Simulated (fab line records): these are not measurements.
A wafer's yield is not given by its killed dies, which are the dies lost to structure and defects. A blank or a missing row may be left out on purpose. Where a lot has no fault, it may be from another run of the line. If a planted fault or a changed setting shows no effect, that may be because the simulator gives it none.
Which tool is to blame? | flow gf180mcu | 12 lots, 36 wafers sampled, at 5 steps of a route of 602

WHAT THE GAUGES READ, wafer by wafer
GF_STI_CD_MEAS_12: target cd 220 nm.
lot  | measured    | on       | cdNm (nm)
L300 | day 2 01:37 | cdSem-01 | 220.2 219.8 220.7
L301 | day 2 06:47 | cdSem-01 | 219.0 219.5 219.8
L302 | day 2 11:32 | cdSem-02 | 220.8 220.4 220.9
L303 | day 2 15:54 | cdSem-01 | 220.2 220.6 220.0
L304 | day 2 22:30 | cdSem-02 | 223.3 222.5 221.1
L307 | day 3 13:07 | cdSem-02 | 219.8 220.3 220.3
L308 | day 3 19:11 | cdSem-01 | 222.1 222.3 220.4
L309 | day 4 00:35 | cdSem-02 | 222.5 221.1 221.5
L310 | day 4 04:47 | cdSem-02 | 221.0 221.0 220.6
L317 | day 5 17:40 | cdSem-01 | 221.8 221.0 220.9
L320 | day 6 08:38 | cdSem-01 | 220.5 221.1 220.1
L322 | day 6 19:43 | cdSem-01 | 221.0 221.8 223.0

GF_NWELL_OVL_MEAS_07.
lot  | measured    | on         | NWELL_OVL (nm)
L300 | day 3 07:26 | overlay-02 | 0.2 -0.2 0.6
L301 | day 3 11:49 | overlay-02 | -0.2 -0.5 1.1
L302 | day 3 17:56 | overlay-02 | -1.6 0.6 -0.1
L303 | day 3 23:49 | overlay-02 | 0.2 -0.4 0.3
L304 | day 4 04:34 | overlay-01 | -1.8 1.3 0.0
L307 | day 4 22:02 | overlay-01 | -2.0 -1.6 -2.7
L308 | day 5 03:07 | overlay-01 | -5.2 -5.6 -3.9
L309 | day 5 08:02 | overlay-02 | 0.9 0.8 0.4
L310 | day 5 13:19 | overlay-02 | 2.0 1.8 1.3
L317 | day 7 04:49 | overlay-01 | -3.0 -3.3 -2.6
L320 | day 7 20:45 | overlay-02 | 1.9 1.0 1.8
L322 | day 8 09:08 | overlay-01 | 0.2 -2.7 0.0

GF_MVSD_OVL_MEAS_07.
lot  | measured    | on         | MVSD_OVL (nm)
L300 | day 4 10:05 | overlay-01 | -2.9 -2.3 -2.5
L301 | day 4 15:08 | overlay-01 | -0.4 1.3 -1.0
L302 | day 4 21:31 | overlay-01 | -1.8 -2.3 -1.9
L303 | day 5 03:32 | overlay-01 | -1.2 -0.4 -1.2
L304 | day 5 08:29 | overlay-01 | -0.4 0.1 0.5
L307 | day 6 03:07 | overlay-02 | 0.8 0.9 2.5
L308 | day 6 08:49 | overlay-02 | -87.7 -88.6 -87.0
L309 | day 6 13:58 | overlay-02 | -87.1 -85.5 -88.4
L310 | day 6 20:01 | overlay-02 | -0.8 -1.3 -1.8
L317 | day 8 13:46 | overlay-02 | 0.2 -0.1 2.6
L320 | day 9 06:44 | overlay-01 | -2.7 -2.7 -4.8
L322 | day 9 19:53 | overlay-02 | -2.0 -2.3 -1.7

TOOL THAT RAN EACH LOT (tool first, then ch and the chambers of the sampled wafers, then the start)
lot  | GF_LVPWELL_STRIP_10                | GF_MVSD_EXPOSE_04
L300 | plasmaAsher-02 ch 0,1, day 3 21:00 | ilineStepper-01 ch 0, day 4 03:27
L301 | plasmaAsher-01 ch 0,1, day 4 01:46 | ilineStepper-01 ch 0, day 4 08:49
L302 | plasmaAsher-03 ch 0,1, day 4 08:01 | ilineStepper-02 ch 0, day 4 14:54
L303 | plasmaAsher-01 ch 0,1, day 4 13:51 | ilineStepper-01 ch 0, day 4 20:43
L304 | plasmaAsher-02 ch 0,1, day 4 18:51 | ilineStepper-01 ch 0, day 5 02:10
L307 | plasmaAsher-02 ch 0,1, day 5 12:52 | ilineStepper-02 ch 0, day 5 20:19
L308 | plasmaAsher-01 ch 0,1, day 5 18:19 | ilineStepper-01 ch 0, day 6 01:42
L309 | plasmaAsher-02 ch 0,1, day 5 22:58 | ilineStepper-01 ch 0, day 6 06:33
L310 | plasmaAsher-03 ch 0,1, day 6 04:09 | ilineStepper-02 ch 0, day 6 12:29
L317 | plasmaAsher-03 ch 0,1, day 7 21:07 | ilineStepper-02 ch 0, day 8 05:23
L320 | plasmaAsher-03 ch 0,1, day 8 14:11 | ilineStepper-02 ch 0, day 8 22:29
L322 | plasmaAsher-03 ch 0,1, day 9 02:48 | ilineStepper-02 ch 0, day 9 11:52
- GF_LVPWELL_STRIP_10: strips in O2/N2.
- GF_MVSD_EXPOSE_04: exposes mask MVSD, target cd 1000 nm.

WHAT THE TOOLS THEMSELVES READ (means of the sampled wafers that have a number; where no wafer has one, the mark that the record gives instead)
GF_LVPWELL_STRIP_10.
lot  | tool           | chamberPressureMTorr (mTorr) | drypumpMotorCurrentA (A) | heaterPowerW (W) | oesProductAu (a.u.) | stripTimeToEndpointS (s)
L300 | plasmaAsher-02 | 1500.9                       | 5.8                      | 360              | 0.724               | 37.00
L301 | plasmaAsher-01 | 1500.2                       | 5.5                      | 322              | 0.721               | 36.94
L302 | plasmaAsher-03 | 1499.4                       | 6.6                      | 358              | 0.722               | 37.00
L303 | plasmaAsher-01 | 1500.1                       | 5.8                      | 351              | 0.715               | 36.94
L304 | plasmaAsher-02 | 1500.6                       | 5.8                      | 364              | 0.722               | 36.96
L307 | plasmaAsher-02 | 1498.6                       | 5.9                      | 333              | 0.721               | 36.87
L308 | plasmaAsher-01 | 1500.9                       | 5.5                      | 313              | 0.716               | 36.93
L309 | plasmaAsher-02 | 1500.0                       | 5.8                      | 367              | 0.719               | 37.13
L310 | plasmaAsher-03 | 1500.0                       | 6.6                      | 332              | 0.728               | 36.95
L317 | plasmaAsher-03 | 1500.0                       | 6.6                      | 331              | 0.723               | 36.85
L320 | plasmaAsher-03 | 1500.4                       | 6.6                      | 330              | 0.722               | 36.95
L322 | plasmaAsher-03 | 1501.5                       | 6.6                      | 329              | 0.722               | 37.09

GF_MVSD_EXPOSE_04.
lot  | tool            | stageVelMmS (mm/s)
L300 | ilineStepper-01 | 499.97
L301 | ilineStepper-01 | 499.50
L302 | ilineStepper-02 | 499.82
L303 | ilineStepper-01 | 499.91
L304 | ilineStepper-01 | 500.25
L307 | ilineStepper-02 | 500.18
L308 | ilineStepper-01 | 499.99
L309 | ilineStepper-01 | 500.24
L310 | ilineStepper-02 | 499.77
L317 | ilineStepper-02 | 500.26
L320 | ilineStepper-02 | 500.15
L322 | ilineStepper-02 | 500.51

THE ANSWER, worked out from the rows above alone
Rule: the usual values come from the lots themselves. The widest of any qualifying gaps counts: lots, ordered by their means at a reading, are off when they make up no more than a third of the lots, leave a main group of 4 or more, and stand apart from it by 3 or more times the standard deviation of that group's means. A main group whose means are all the same, to the digits that the tables above print for the reading, isn't used. A lot without any number at a reading at which 4 lots or more have one is off too. Any other lot the step has rows for is counted as sound. The gauges are gone through in route order, then the tools' own readings, and for those a lot's mean is taken as printed above. The first step at which some lot is off is used, and at that step the reading that is off furthest; a lot without a number counts as furthest.
Off: at GF_MVSD_OVL_MEAS_07 (MVSD_OVL), L308, L309. The main group has a mean of -1.0 nm with a standard deviation of 1.5.
A tool fits if, at a process step before that reading, it ran every lot that is off, and no sound lot after the first of them. The gauges at GF_MVSD_OVL_MEAS_07 are tried like those tools. One fits: GF_MVSD_EXPOSE_04 on ilineStepper-01. Its last sound lot is L304 (day 5 02:10), its first lot that is off L308 (day 6 01:42): a fault that began between those two fits.

WHAT THE SIMULATOR HAD INSERTED
Scanner matching overlay: ilineStepper-01, from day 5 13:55 on, at GF_MVSD_EXPOSE_04. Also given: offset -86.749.
Lots struck among those shown: L308, L309. The rule above reached the same finding.
